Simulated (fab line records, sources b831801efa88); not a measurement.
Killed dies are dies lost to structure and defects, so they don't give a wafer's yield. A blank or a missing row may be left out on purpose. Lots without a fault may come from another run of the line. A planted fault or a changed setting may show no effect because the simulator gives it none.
fab line records | flow gf180mcu
record lots=5 wafers=15 last_day=33
route steps=602 shown V3@448 M4@456 V4@476
lots that met no fault: from a run of the same line without faults
start_h: hours from the record's first day to the start of the lot's first wafer shown | wait_h: hours since the lot's step before | " the same as in the row above | L1.1+2: a row that stands for several wafers | - no value, or no start given | * or withheld: withheld | < > ~ a bound
route shown NAME@n: a module of which the file shows steps, and the number in the route of the first | usual: mean/standard deviation of fault-free wafers | same: alike in all rows | chamber/n: place in a boat | sites: the reading at each site | _std_site: their standard deviation | _edge_site: outer sites' mean less inner sites' | radius_mm: how far each site lies from the wafer's centre | mask NAME#n: copy n | behind: the tool/chamber that last shaped the wafer | hold: why the lot was held/for how many hours/how that ended | device: the transistor (n, p or np) that didn't switch | end of line: the same wafers' tests at the end of the route | a step without rows: its recipe alone | killed: dies lost to structure and defects at the first sort, not the wafer's yield | map: a wafer's dies, x killed, . not, _ none there
set.NAME: the setting as run; set.NAME@STEP: as run at that earlier step | model.NAME: the simulator's own value behind a step, which no gauge read
lots at some steps of the route; a table a step, a row a wafer
services: from which hour (start_h, from the record's first day; less than 0 if before it) a tool's chamber was out of use, for how many hours, and why
## steps
# step GF_V3_STRIP_19
# recipe chemistry=post_etch_residue_remover time_s=1200 temp_c=72.5
# columns lot.wafer tool chamber start_h wait_h
L076.1+3+6 wet_bench-02 1 531.63 0.1
L083.2+5+6 wet_bench-03 3 593.18 0.1
L089.1+2+5 wet_bench-03 0 637.43 0.1
L091.2+4+6 wet_bench-03 2 650.42 0.1
L093.2+4+6 wet_bench-02 3 663.83 0.1
# step GF_V3_CLEAN_20
# recipe chemistry=DIW dry=n2_spin
# columns lot.wafer tool chamber start_h wait_h
L076.1+3+6 wet_bench-03 1 531.98 0.0
L083.2+5+6 wet_bench-02 3 593.52 0.0
L089.1+2+5 wet_bench-02 3 637.81 0.0
L091.2+4+6 wet_bench-04 2 650.79 0.0
L093.2+4+6 wet_bench-03 0 664.18 0.0
# step GF_V3_SPUTTER_21
# recipe material=Ti target_thk_nm=15 chamber_pressure_pa=5 power_w=2500 substrate_temp_c=200 time_s=80.02
# usual throttle_valve_pct=30.1/0.99
# columns lot.wafer tool chamber start_h wait_h throttle_valve_pct
L076.1 pvd_sputter-03 - 532.07 0.0 30.2
L076.3 " - " " 31.0
L076.6 " - " " 31.3
L083.2 pvd_sputter-02 - 593.62 0.0 30.3
L083.5 " - " " 29.7
L083.6 " - " " 29.9
L089.1 pvd_sputter-01 - 637.91 0.0 30.1
L089.2 " - " " 29.4
L089.5 " - " " 29.4
L091.2 pvd_sputter-02 - 650.88 0.0 30.5
L091.4 " - " " 30.5
L091.6 " - " " 29.5
L093.2 pvd_sputter-02 - 664.27 0.0 29.9
L093.4 " - " " 30.5
L093.6 " - " " 29.7
# step GF_V3_SPUTTER_22
# recipe material=TiN target_thk_nm=10 chamber_pressure_pa=5 power_w=4000 time_s=40
# usual throttle_valve_pct=30.1/0.99
# columns lot.wafer tool chamber start_h wait_h throttle_valve_pct
L076.1 pvd_sputter-03 - 532.13 0.0 30.3
L076.3 " - " " 31.4
L076.6 " - " " 31.2
L083.2 pvd_sputter-02 - 593.68 0.0 30.6
L083.5 " - " " 29.6
L083.6 " - " " 30.0
L089.1 pvd_sputter-01 - 637.97 0.0 30.1
L089.2 " - " " 29.2
L089.5 " - " " 29.4
L091.2 pvd_sputter-02 - 650.94 0.0 30.4
L091.4 " - " " 30.5
L091.6 " - " " 29.4
L093.2 pvd_sputter-02 - 664.33 0.0 30.0
L093.4 " - " " 30.7
L093.6 " - " " 29.8
# step GF_V3_CVD_23
# recipe material=W target_thk_nm=350 time_s=104.9 temp_c=400 pressure_torr=40
# usual heater_power_w=826/52
# columns lot.wafer tool chamber start_h wait_h heater_power_w
L076.1 cvd_w-01 0 532.17 0.0 857
L076.3 " 0 " " 851
L076.6 " 1 " " 758
L083.2 cvd_w-02 1 593.72 0.0 885
L083.5 " 1 " " 871
L083.6 " 0 " " 831
L089.1 cvd_w-02 1 638.01 0.0 888
L089.2 " 0 " " 825
L089.5 " 0 " " 828
L091.2 cvd_w-02 0 650.98 0.0 846
L091.4 " 1 " " 905
L091.6 " 0 " " 837
L093.2 cvd_w-02 0 664.37 0.0 841
L093.4 " 0 " " 852
L093.6 " 1 " " 885
# step GF_V3_RS_MEAS_24
# recipe thk_meas_gauge=four-point-probe reads=W_of_V3_CVD_23+TiN_of_V3_SPUTTER_22+Ti_of_V3_SPUTTER_21
# usual V3_W_RS=0.3286/0.0027
# columns lot.wafer tool chamber start_h wait_h V3_W_RS[ohm/sq]
L076.1 film_metro-03 - 532.28 0.1 0.3287
L076.3 " - " " 0.3273
L076.6 " - " " 0.3269
L083.2 film_metro-04 - 593.85 0.1 0.3288
L083.5 " - " " 0.3295
L083.6 " - " " 0.3272
L089.1 film_metro-04 - 638.12 0.1 0.3277
L089.2 " - " " 0.3288
L089.5 " - " " 0.3287
L091.2 film_metro-04 - 651.11 0.1 0.3293
L091.4 " - " " 0.3274
L091.6 " - " " 0.3260
L093.2 film_metro-04 - 664.50 0.1 0.3294
L093.4 " - " " 0.3318
L093.6 " - " " 0.3308
# step GF_V3_THK_MEAS_25
# recipe thk_meas_gauge=xrf reads=W_of_V3_CVD_23
# usual V3_W_THK=351/3.9
# columns lot.wafer tool chamber start_h wait_h V3_W_THK[nm]
L076.1 film_metro-03 - 532.40 0.1 349
L076.3 " - " " 350
L076.6 " - " " 350
L083.2 film_metro-04 - 593.96 0.1 351
L083.5 " - " " 350
L083.6 " - " " 353
L089.1 film_metro-04 - 638.24 0.1 353
L089.2 " - " " 351
L089.5 " - " " 352
L091.2 film_metro-04 - 651.22 0.1 349
L091.4 " - " " 350
L091.6 " - " " 353
L093.2 film_metro-04 - 664.61 0.1 347
L093.4 " - " " 346
L093.6 " - " " 347
# step GF_V3_CMP_26
# recipe stop_on=SiO2 down_force_psi=3.5 platen_rpm=60 t_overpolish_s=15 target_thk_nm=0 pad_velocity_m_s=0.94248
# usual motor_current_A=10.8/1.1 overpolish_run_s=15.000/0.0097 time_to_endpoint_s=83.5/2.9
# columns lot.wafer tool chamber start_h wait_h motor_current_A overpolish_run_s time_to_endpoint_s
L076.1 cmp-01 0 532.46 0.1 11.3 15.012 83.7
L076.3 " 1 " " 11.3 15.002 82.8
L076.6 " 1 " " 12.1 15.003 83.8
L083.2 cmp-01 2 594.11 0.1 10.5 14.997 82.2
L083.6 " 0 " " 11.1 14.993 83.3
L083.5 " 1 " " 12.2 15.018 82.8
L089.2 cmp-02 2 638.35 0.1 10.8 14.999 87.6
L089.1 " 3 " " 11.8 15.013 90.1
L089.5 " 1 " " 9.4 14.987 87.0
L091.4 cmp-01 1 651.27 0.0 12.2 15.001 82.1
L091.2 " 3 " " 9.2 14.979 85.3
L091.6 " 2 " " 10.3 14.994 86.6
L093.2 cmp-02 1 664.71 0.1 9.5 15.004 84.3
L093.4 " 3 " " 12.3 15.012 83.4
L093.6 " 1 " " 8.8 15.000 84.2
# step GF_M4_SPUTTER_00
# recipe material=Ti target_thk_nm=37.5 arriving_ion_energy_ev=80 substrate_temp_c=200 chamber_pressure_pa=2 power_w=4000 time_s=150
# usual throttle_valve_pct=29.9/0.99
# columns lot.wafer tool chamber start_h wait_h throttle_valve_pct
L076.1 pvd_sputter-02 - 532.76 0.2 30.5
L076.3 " - " " 30.2
L076.6 " - " " 29.8
L083.2 pvd_sputter-03 - 594.31 0.1 30.2
L083.5 " - " " 31.1
L083.6 " - " " 30.3
L089.1 pvd_sputter-03 - 638.60 0.1 30.4
L089.2 " - " " 31.0
L089.5 " - " " 29.3
L091.2 pvd_sputter-03 - 651.57 0.1 30.3
L091.4 " - " " 29.3
L091.6 " - " " 30.2
L093.2 pvd_sputter-02 - 664.96 0.2 30.6
L093.4 " - " " 30.5
L093.6 " - " " 29.9
# step GF_M4_SPUTTER_01
# recipe material=TiN target_thk_nm=30 power_w=6500 time_s=25 chamber_pressure_pa=0.4
# usual throttle_valve_pct=29.9/0.96
# columns lot.wafer tool chamber start_h wait_h throttle_valve_pct
L076.1 pvd_sputter-02 - 532.86 0.1 30.5
L076.3 " - " " 30.5
L076.6 " - " " 29.6
L083.2 pvd_sputter-03 - 594.41 0.1 30.2
L083.5 " - " " 31.3
L083.6 " - " " 30.1
L089.1 pvd_sputter-03 - 638.70 0.1 30.1
L089.2 " - " " 31.1
L089.5 " - " " 29.6
L091.2 pvd_sputter-03 - 651.67 0.1 30.2
L091.4 " - " " 29.7
L091.6 " - " " 30.2
L093.2 pvd_sputter-02 - 665.06 0.1 30.7
L093.4 " - " " 30.7
L093.6 " - " " 29.9
# step GF_M4_SPUTTER_02
# recipe material=AlCu target_thk_nm=450 power_w=10600 time_s=23.9 chamber_pressure_pa=0.4
# usual throttle_valve_pct=29.9/0.96
# columns lot.wafer tool chamber start_h wait_h throttle_valve_pct
L076.1 pvd_sputter-02 - 532.89 0.0 30.5
L076.3 " - " " 30.5
L076.6 " - " " 29.8
L083.2 pvd_sputter-03 - 594.44 0.0 30.5
L083.5 " - " " 31.3
L083.6 " - " " 30.4
L089.1 pvd_sputter-03 - 638.73 0.0 30.3
L089.2 " - " " 31.2
L089.5 " - " " 29.3
L091.2 pvd_sputter-03 - 651.70 0.0 30.0
L091.4 " - " " 29.3
L091.6 " - " " 30.3
L093.2 pvd_sputter-02 - 665.09 0.0 30.5
L093.4 " - " " 30.4
L093.6 " - " " 29.9
# step GF_M4_SPUTTER_03
# recipe material=Ti target_thk_nm=10 substrate_temp_c=300 chamber_pressure_pa=0.3 power_w=3000 time_s=6.7
# usual throttle_valve_pct=29.9/0.96
# columns lot.wafer tool chamber start_h wait_h throttle_valve_pct
L076.1 pvd_sputter-02 - 532.92 0.0 30.5
L076.3 " - " " 30.3
L076.6 " - " " 29.3
L083.2 pvd_sputter-03 - 594.47 0.0 30.0
L083.5 " - " " 31.2
L083.6 " - " " 30.1
L089.1 pvd_sputter-03 - 638.76 0.0 30.1
L089.2 " - " " 31.0
L089.5 " - " " 29.4
L091.2 pvd_sputter-03 - 651.73 0.0 30.4
L091.4 " - " " 29.3
L091.6 " - " " 30.4
L093.2 pvd_sputter-02 - 665.12 0.0 30.5
L093.4 " - " " 30.1
L093.6 " - " " 30.1
# step GF_M4_SPUTTER_04
# recipe material=TiN target_thk_nm=50 power_w=6500 time_s=41.7 chamber_pressure_pa=0.4
# usual throttle_valve_pct=29.9/0.94
# columns lot.wafer tool chamber start_h wait_h throttle_valve_pct
L076.1 pvd_sputter-02 - 532.94 0.0 30.8
L076.3 " - " " 30.3
L076.6 " - " " 29.7
L083.2 pvd_sputter-03 - 594.49 0.0 30.4
L083.5 " - " " 31.4
L083.6 " - " " 30.2
L089.1 pvd_sputter-03 - 638.78 0.0 30.4
L089.2 " - " " 31.2
L089.5 " - " " 29.3
L091.2 pvd_sputter-03 - 651.75 0.0 30.3
L091.4 " - " " 29.2
L091.6 " - " " 30.0
L093.2 pvd_sputter-02 - 665.14 0.0 30.4
L093.4 " - " " 30.5
L093.6 " - " " 29.9
# step GF_M4_RS_MEAS_05
# recipe thk_meas_gauge=four-point-probe reads=TiN_of_M4_SPUTTER_04+Ti_of_M4_SPUTTER_03+AlCu_of_M4_SPUTTER_02+TiN_of_M4_SPUTTER_01+Ti_of_M4_SPUTTER_00
# usual M4_ALCU_RS=0.0695/0.00059
# columns lot.wafer tool chamber start_h wait_h M4_ALCU_RS[ohm/sq]
L076.1 film_metro-02 - 532.98 0.0 0.0707
L076.3 " - " " 0.0706
L076.6 " - " " 0.0701
L083.2 film_metro-02 - 594.55 0.0 0.0691
L083.5 " - " " 0.0692
L083.6 " - " " 0.0695
L089.1 film_metro-03 - 638.82 0.0 0.0690
L089.2 " - " " 0.0693
L089.5 " - " " 0.0697
L091.2 film_metro-01 - 651.81 0.0 0.0689
L091.4 " - " " 0.0689
L091.6 " - " " 0.0685
L093.2 film_metro-01 - 665.20 0.0 0.0701
L093.4 " - " " 0.0700
L093.6 " - " " 0.0701
# step GF_M4_THK_MEAS_06
# recipe thk_meas_gauge=xrf reads=AlCu_of_M4_SPUTTER_02
# usual M4_ALCU_THK=458/5.2
# columns lot.wafer tool chamber start_h wait_h M4_ALCU_THK[nm]
L076.1 film_metro-02 - 533.10 0.1 453
L076.3 " - " " 454
L076.6 " - " " 457
L083.2 film_metro-02 - 594.66 0.1 463
L083.5 " - " " 461
L083.6 " - " " 462
L089.1 film_metro-03 - 638.94 0.1 459
L089.2 " - " " 454
L089.5 " - " " 452
L091.2 film_metro-01 - 651.92 0.1 459
L091.4 " - " " 458
L091.6 " - " " 461
L093.2 film_metro-01 - 665.31 0.1 449
L093.4 " - " " 448
L093.6 " - " " 450
# step GF_M4_DEHYDRATE_07
# recipe temp_c=200 time_s=60
# columns lot.wafer tool chamber start_h wait_h
L076.1+3+6 litho_track-01 0 543.29 10.2
L083.2+5+6 litho_track-02 0 604.47 9.8
L089.1+2+5 litho_track-02 0 647.80 8.8
L091.2+4+6 litho_track-03 0 661.26 9.3
L093.2+4+6 litho_track-01 0 673.81 8.5
# step GF_M4_HMDS_08
# recipe prime_time_s=60 prime_temp_c=120
# same prime_time_s=60
# columns lot.wafer tool chamber start_h wait_h
L076.1+3+6 litho_track-01 0 543.44 0.1
L083.2+5+6 litho_track-02 0 604.62 0.1
L089.1+2+5 litho_track-02 0 647.95 0.1
L091.2+4+6 litho_track-03 0 661.41 0.1
L093.2+4+6 litho_track-01 0 673.96 0.1
# step GF_M4_COAT_09
# recipe resist=KrF spin_rpm=withheld resist_thk_nm=1000
# columns lot.wafer tool chamber start_h wait_h
L076.1+3+6 litho_track-01 0 543.59 0.1
L083.2+5+6 litho_track-02 0 604.77 0.1
L089.1+2+5 litho_track-02 0 648.10 0.1
L091.2+4+6 litho_track-03 0 661.56 0.1
L093.2+4+6 litho_track-01 0 674.11 0.1
# step GF_M4_SOFTBAKE_10
# recipe temp_c=130 time_s=60 resist=KrF
# columns lot.wafer tool chamber start_h wait_h
L076.1+3+6 litho_track-01 0 543.74 0.1
L083.2+5+6 litho_track-02 0 604.92 0.1
L089.1+2+5 litho_track-02 0 648.25 0.1
L091.2+4+6 litho_track-03 0 661.71 0.1
L093.2+4+6 litho_track-01 0 674.26 0.1
# step GF_M4_EXPOSE_11
# recipe mask_id=Metal4 target_cd_nm=280 na=0.68 source_shape=conventional sigma_outer=0.6 dose_mj=28
# columns lot.wafer tool chamber start_h wait_h mask
L076.1+3+6 krf_scanner-02 0 - - Metal4#0
L083.2+5+6 krf_scanner-01 0 - - Metal4#0
L089.1+2+5 krf_scanner-02 0 - - Metal4#0
L091.2+4+6 krf_scanner-01 0 - - Metal4#0
L093.2+4+6 krf_scanner-02 0 - - Metal4#0
# step GF_M4_PEB_12
# recipe peb_temp_c=135 peb_time_s=90 resist=KrF
# same peb_time_s=90
# columns lot.wafer tool chamber start_h wait_h
L076.1+3+6 litho_track-03 0 - -
L083.2+5+6 litho_track-03 0 - -
L089.1+2+5 litho_track-02 0 - -
L091.2+4+6 litho_track-03 0 - -
L093.2+4+6 litho_track-03 0 - -
# step GF_M4_DEVELOP_13
# recipe develop_time_s=60 dev_temp_c=21
# columns lot.wafer tool chamber start_h wait_h
L076.1+3+6 litho_track-03 0 555.08 0.2
L083.2+5+6 litho_track-03 0 615.41 0.2
L089.1+2+5 litho_track-02 0 658.05 0.2
L091.2+4+6 litho_track-03 0 671.11 0.2
L093.2+4+6 litho_track-03 0 683.86 0.2
# step GF_M4_CD_MEAS_14
# recipe target_cd_nm=280
# usual cd_nm=280.0/1.1
# columns lot.wafer tool chamber start_h wait_h cd_nm
L076.1 cd_sem-02 - 555.23 0.1 279.6
L076.3 " - " " 280.3
L076.6 " - " " 279.1
L083.2 cd_sem-02 - 615.55 0.1 281.1
L083.5 " - " " 280.9
L083.6 " - " " 281.0
L089.1 cd_sem-01 - 658.20 0.1 278.9
L089.2 " - " " 279.7
L089.5 " - " " 278.3
L091.2 cd_sem-01 - 671.25 0.1 279.9
L091.4 " - " " 279.6
L091.6 " - " " 279.9
L093.2 cd_sem-02 - 684.00 0.1 280.5
L093.4 " - " " 279.3
L093.6 " - " " 280.7
# step GF_M4_OVL_MEAS_15
# usual M4_OVL=2/5.9
# columns lot.wafer tool chamber start_h wait_h M4_OVL[nm]
L076.1 overlay-02 - 555.35 0.1 6
L076.3 " - " " 7
L076.6 " - " " 13
L083.2 overlay-01 - 615.66 0.1 3
L083.5 " - " " -5
L083.6 " - " " 1
L089.1 overlay-02 - 658.32 0.1 -7
L089.2 " - " " -11
L089.5 " - " " -5
L091.2 overlay-02 - 671.36 0.1 -1
L091.4 " - " " 4
L091.6 " - " " 6
L093.2 overlay-02 - 684.11 0.1 -3
L093.4 " - " " 2
L093.6 " - " " -1
# step GF_M4_METAL_ETCH_16
# recipe chemistry=Cl2/BCl3 mask_material=KrF target_depth_nm=750.8 stop_on=SiO2 pressure_mtorr=8 icp_w=800 bias_w=140 Cl2_flow_sccm=80 bcl3_flow_sccm=40 time_s=125.1
# usual drypump_motor_current_A=6.0/0.34 oes_product_au=0.990/0.0056 throttle_valve_pct=28.231/0.011
# columns lot.wafer tool chamber start_h wait_h drypump_motor_current_A oes_product_au rf_hours_counter_h throttle_valve_pct
L076.1 rie_metal-02 0 555.39 0.0 5.4 0.999 12 28.226
L076.3 " 1 " " 6.0 0.996 - 28.215
L076.6 " 1 " " 6.0 0.995 - 28.244
L083.2 rie_metal-04 0 615.69 0.0 6.1 0.992 3 28.229
L083.5 " 1 " " 6.4 0.992 - 28.240
L083.6 " 0 " " 6.1 0.995 - 28.235
L089.1 rie_metal-01 0 658.35 0.0 6.3 0.989 14 28.227
L089.2 " 1 " " 5.7 0.990 2 28.241
L089.5 " 0 " " 6.3 0.985 - 28.226
L091.2 rie_metal-04 0 671.39 0.0 6.1 1.001 6 28.231
L091.4 " 1 " " 6.4 0.991 - 28.249
L091.6 " 0 " " 6.0 0.991 - 28.226
L093.2 rie_metal-02 0 684.14 0.0 5.4 0.998 1 28.229
L093.4 " 1 " " 6.1 1.004 - 28.233
L093.6 " 1 " " 6.0 0.993 - 28.229
# step GF_M4_STRIP_17
# recipe chemistry=O2/N2 power_w=1400 pressure_mtorr=1500 platen_temp_c=250 o2_flow_sccm=3000 n2_flow_sccm=300 overash_fraction=0.5
# usual drypump_motor_current_A=5.63/0.29 heater_power_w=344/52 oes_product_au=0.538/0.0051 strip_time_to_endpoint_s=7.40/0.047
# columns lot.wafer tool chamber start_h wait_h drypump_motor_current_A heater_power_w oes_product_au rf_hours_counter_h strip_time_to_endpoint_s
L076.1 plasma_asher-01 0 555.52 0.1 6.12 268 0.533 44 7.39
L076.3 " 1 " " 5.27 325 0.548 - 7.34
L076.6 " 1 " " 5.28 320 0.536 - 7.34
L083.2 plasma_asher-02 0 615.82 0.1 5.75 286 0.538 20 7.38
L083.5 " 0 " " 5.75 284 0.543 - 7.43
L083.6 " 1 " " 5.49 425 0.540 - 7.37
L089.1 plasma_asher-03 1 658.48 0.1 5.25 350 0.542 92 7.42
L089.2 " 0 " " 5.98 363 0.541 92 7.47
L089.5 " 0 " " 6.03 348 0.535 - 7.36
L091.2 plasma_asher-02 0 671.52 0.1 5.77 290 0.532 26 7.36
L091.4 " 0 " " 5.76 288 0.538 - 7.41
L091.6 " 0 " " 5.78 297 0.541 - 7.39
L093.2 plasma_asher-03 1 684.27 0.1 5.29 344 0.542 96 7.36
L093.4 " 1 " " 5.27 337 0.532 - 7.35
L093.6 " 1 " " 5.30 349 0.535 - 7.36
# step GF_M4_STRIP_18
# recipe chemistry=post_etch_residue_remover time_s=1200 temp_c=72.5
# columns lot.wafer tool chamber start_h wait_h
L076.1+3+6 wet_bench-03 2 555.62 0.1
L083.2+5+6 wet_bench-03 1 615.92 0.1
L089.1+2+5 wet_bench-01 1 658.58 0.1
L091.2+4+6 wet_bench-04 2 671.62 0.1
L093.2+4+6 wet_bench-01 3 684.37 0.1
# step GF_M4_CLEAN_19
# recipe chemistry=DIW dry=n2_spin
# columns lot.wafer tool chamber start_h wait_h
L076.1+3+6 wet_bench-04 0 555.96 0.0
L083.2+5+6 wet_bench-04 0 616.26 0.0
L089.1+2+5 wet_bench-03 1 658.96 0.0
L091.2+4+6 wet_bench-03 1 671.96 0.0
L093.2+4+6 wet_bench-03 3 684.71 0.0
# step GF_V4_CVD_00
# recipe material=SiO2 target_thk_nm=600 sigma_open_frac=0.3 temp_c=400 time_s=100 sih4_flow_sccm=60 pressure_mtorr=6
# columns lot.wafer tool chamber start_h wait_h
L076.1+3+6 hdpcvd-01 0,2,2 556.05 0.0
L083.2+5+6 hdpcvd-02 1,1,0 616.35 0.0
L089.1+2+5 hdpcvd-01 1,2,2 659.05 0.0
L091.2+4+6 hdpcvd-01 0,1,0 672.06 0.0
L093.2+4+6 hdpcvd-01 1,0,2 684.80 0.0
# step GF_V4_THK_MEAS_01
# recipe reads=SiO2_of_V4_CVD_00
# usual V4_CVD_00_THK=599/5.7
# columns lot.wafer tool chamber start_h wait_h V4_CVD_00_THK[nm]
L076.1 film_metro-03 - 556.12 0.0 606
L076.3 " - " " 600
L076.6 " - " " 602
L083.2 film_metro-01 - 616.43 0.0 590
L083.5 " - " " 590
L083.6 " - " " 595
L089.1 film_metro-04 - 659.12 0.0 599
L089.2 " - " " 607
L089.5 " - " " 598
L091.2 film_metro-01 - 672.14 0.0 603
L091.4 " - " " 600
L091.6 " - " " 596
L093.2 film_metro-01 - 684.88 0.0 600
L093.4 " - " " 598
L093.6 " - " " 600
# step GF_V4_CVD_02
# recipe material=SiO2 target_thk_nm=850 precursor=TEOS temp_c=400 time_s=94.851 rf_w=600
# usual heater_power_w=702/150
# columns lot.wafer tool chamber start_h wait_h heater_power_w
L076.1 pecvd-04 1 556.18 0.1 744
L076.3 " 2 " " 756
L076.6 " 1 " " 813
L083.2 pecvd-01 2 616.48 0.0 625
L083.5 " 1 " " 892
L083.6 " 0 " " 735
L089.1 pecvd-04 1 659.18 0.1 813
L089.2 " 0 " " 586
L089.5 " 2 " " 676
L091.2 pecvd-04 2 672.19 0.0 815
L091.4 " 0 " " 536
L091.6 " 2 " " 876
L093.2 pecvd-02 1 684.93 0.0 735
L093.4 " 2 " " 559
L093.6 " 0 " " 583
# step GF_V4_THK_MEAS_03
# recipe reads=SiO2_of_V4_CVD_02
# usual V4_CVD_02_THK=850/10
# columns lot.wafer tool chamber start_h wait_h V4_CVD_02_THK[nm]
L076.1 film_metro-03 - 556.25 0.0 847
L076.3 " - " " 835
L076.6 " - " " 845
L083.2 film_metro-01 - 616.56 0.0 836
L083.5 " - " " 847
L083.6 " - " " 848
L089.1 film_metro-04 - 659.25 0.0 848
L089.2 " - " " 850
L089.5 " - " " 871
L091.2 film_metro-04 - 672.27 0.0 841
L091.4 " - " " 856
L091.6 " - " " 851
L093.2 film_metro-04 - 685.01 0.0 848
L093.4 " - " " 872
L093.6 " - " " 863
# step GF_V4_CMP_04
# recipe material=SiO2 down_force_psi=4 platen_rpm=60 pad_velocity_m_s=0.94248
# usual motor_current_A=11.8/1.1 time_to_endpoint_s=80/5.6
# columns lot.wafer tool chamber start_h wait_h motor_current_A time_to_endpoint_s
L076.1 cmp-01 2 556.36 0.1 11.1 78
L076.3 " 0 " " 12.2 74
L076.6 " 1 " " 13.6 77
L083.2 cmp-02 2 616.71 0.1 12.4 80
L083.5 " 0 " " 13.4 84
L083.6 " 1 " " 10.0 86
L089.1 cmp-01 2 659.36 0.1 10.9 74
L089.2 " 0 " " 12.5 76
L089.5 " 1 " " 12.7 86
L091.2 cmp-02 2 672.32 0.0 12.1 81
L091.4 " 0 " " 12.5 88
L091.6 " 2 " " 12.1 86
L093.2 cmp-02 0 685.06 0.0 12.3 85
L093.4 " 1 " " 9.8 97
L093.6 " 0 " " 13.7 90
# step GF_V4_BOW_MEAS_05
# recipe mode=bow
# usual V4_BOW=134/7.7
# columns lot.wafer tool chamber start_h wait_h V4_BOW[um]
L076.1 film_metro-04 - 556.61 0.2 135
L076.3 " - " " 132
L076.6 " - " " 119
L083.2 film_metro-03 - 616.93 0.2 147
L083.5 " - " " 136
L083.6 " - " " 138
L089.1 film_metro-03 - 659.61 0.2 136
L089.2 " - " " 143
L089.5 " - " " 144
L091.2 film_metro-04 - 672.64 0.3 145
L091.4 " - " " 141
L091.6 " - " " 141
L093.2 film_metro-03 - 685.38 0.3 123
L093.4 " - " " 121
L093.6 " - " " 126
# step GF_V4_DEHYDRATE_06
# recipe temp_c=200 time_s=60
# columns lot.wafer tool chamber start_h wait_h
L076.1+3+6 litho_track-02 0 566.95 10.3
L083.2+5+6 litho_track-01 0 626.46 9.5
L089.1+2+5 litho_track-04 0 668.87 9.2
L091.2+4+6 litho_track-01 0 681.81 9.2
L093.2+4+6 litho_track-01 0 693.31 7.9
# step GF_V4_HMDS_07
# recipe prime_time_s=60 prime_temp_c=120
# same prime_time_s=60
# columns lot.wafer tool chamber start_h wait_h
L076.1+3+6 litho_track-02 0 567.10 0.1
L083.2+5+6 litho_track-01 0 626.61 0.1
L089.1+2+5 litho_track-04 0 669.02 0.1
L091.2+4+6 litho_track-01 0 681.96 0.1
L093.2+4+6 litho_track-01 0 693.46 0.1
# step GF_V4_COAT_08
# recipe resist=BARC temp_c=withheld time_s=withheld spin_rpm=withheld resist_thk_nm=withheld
# columns lot.wafer tool chamber start_h wait_h
L076.1+3+6 litho_track-02 0 567.25 0.1
L083.2+5+6 litho_track-01 0 626.76 0.1
L089.1+2+5 litho_track-04 0 669.17 0.1
L091.2+4+6 litho_track-01 0 682.11 0.1
L093.2+4+6 litho_track-01 0 693.61 0.1
# step GF_V4_COAT_09
# recipe resist=KrF spin_rpm=withheld resist_thk_nm=1000
# columns lot.wafer tool chamber start_h wait_h
L076.1+3+6 litho_track-02 0 - -
L083.2+5+6 litho_track-01 0 - -
L089.1+2+5 litho_track-04 0 - -
L091.2+4+6 litho_track-01 0 - -
L093.2+4+6 litho_track-01 0 - -
# step GF_V4_SOFTBAKE_10
# recipe temp_c=130 time_s=60 resist=KrF
# columns lot.wafer tool chamber start_h wait_h
L076.1+3+6 litho_track-02 0 - -
L083.2+5+6 litho_track-01 0 - -
L089.1+2+5 litho_track-04 0 - -
L091.2+4+6 litho_track-01 0 - -
L093.2+4+6 litho_track-01 0 - -
# step GF_V4_EXPOSE_11
# recipe mask_id=Via4 target_cd_nm=260 na=0.68 source_shape=conventional sigma_outer=0.6 dose_mj=38
# columns lot.wafer tool chamber start_h wait_h mask
L076.1+3+6 krf_scanner-02 0 - - Via4#0
L083.2+5+6 krf_scanner-01 0 - - Via4#0
L089.1+2+5 krf_scanner-02 0 - - Via4#0
L091.2+4+6 krf_scanner-02 0 - - Via4#0
L093.2+4+6 krf_scanner-01 0 - - Via4#0
# step GF_V4_PEB_12
# recipe peb_temp_c=135 peb_time_s=90 resist=KrF
# same peb_time_s=90
# columns lot.wafer tool chamber start_h wait_h
L076.1+3+6 litho_track-02 0 - -
L083.2+5+6 litho_track-02 0 - -
L089.1+2+5 litho_track-04 0 - -
L091.2+4+6 litho_track-02 0 - -
L093.2+4+6 litho_track-01 0 - -
# step GF_V4_DEVELOP_13
# recipe develop_time_s=60 resist=KrF dev_temp_c=21
# columns lot.wafer tool chamber start_h wait_h
L076.1+3+6 litho_track-02 0 578.35 0.2
L083.2+5+6 litho_track-02 0 637.27 0.2
L089.1+2+5 litho_track-04 0 678.92 0.2
L091.2+4+6 litho_track-02 0 691.32 0.2
L093.2+4+6 litho_track-01 0 703.76 0.2
# step GF_V4_CD_MEAS_14
# recipe target_cd_nm=260
# usual cd_nm=260.0/1.3
# columns lot.wafer tool chamber start_h wait_h cd_nm
L076.1 cd_sem-02 - 578.50 0.1 258.2
L076.3 " - " " 257.5
L076.6 " - " " 257.7
L083.2 cd_sem-02 - 637.42 0.1 261.6
L083.5 " - " " 260.3
L083.6 " - " " 261.9
L089.1 cd_sem-01 - 679.07 0.1 260.0
L089.2 " - " " 260.3
L089.5 " - " " 260.7
L091.2 cd_sem-01 - 691.47 0.1 257.6
L091.4 " - " " 257.8
L091.6 " - " " 258.3
L093.2 cd_sem-01 - 703.91 0.1 260.6
L093.4 " - " " 260.0
L093.6 " - " " 260.0
# step GF_V4_OVL_MEAS_15
# usual V4_OVL=1/5.5
# columns lot.wafer tool chamber start_h wait_h V4_OVL[nm]
L076.1 overlay-01 - 578.62 0.1 -11
L076.3 " - " " -8
L076.6 " - " " -3
L083.2 overlay-02 - 637.52 0.1 -6
L083.5 " - " " 0
L083.6 " - " " 1
L089.1 overlay-02 - 679.19 0.1 4
L089.2 " - " " 0
L089.5 " - " " 1
L091.2 overlay-01 - 691.57 0.1 -4
L091.4 " - " " -4
L091.6 " - " " -2
L093.2 overlay-01 - 704.01 0.1 8
L093.4 " - " " 2
L093.6 " - " " -2
## services
# columns tool chamber start_h hours kind
pvd_sputter-02 - 510.40 4.8 repair
krf_scanner-02 - 515.64 0.8 pm
krf_scanner-01 - 516.39 0.8 pm
krf_scanner-02 - 520.91 1.3 pm
pvd_sputter-03 - 530.89 1.1 repair
pvd_sputter-03 - 534.07 8.7 repair
cmp-02 - 535.24 0.2 repair
hdpcvd-01 - 539.25 15.0 pm
cmp-01 - 572.15 4.0 pm
krf_scanner-02 - 585.44 4.0 pm
cmp-02 - 587.59 5.0 pm
wet_bench-03 - 608.34 1.9 repair
pvd_sputter-03 - 613.10 4.8 repair
krf_scanner-02 - 619.13 1.0 pm
cmp-01 - 635.06 6.6 pm
cmp-02 - 646.86 0.6 repair
cmp-02 - 649.98 0.5 repair
cmp-02 - 655.02 5.7 repair
wet_bench-03 - 679.09 3.5 repair
krf_scanner-02 - 684.44 0.8 pm
krf_scanner-02 - 689.01 3.6 pm
krf_scanner-02 - 692.83 4.0 repair
cmp-02 - 694.92 1.9 repair
krf_scanner-02 - 696.83 1.3 pm
## key
fault none
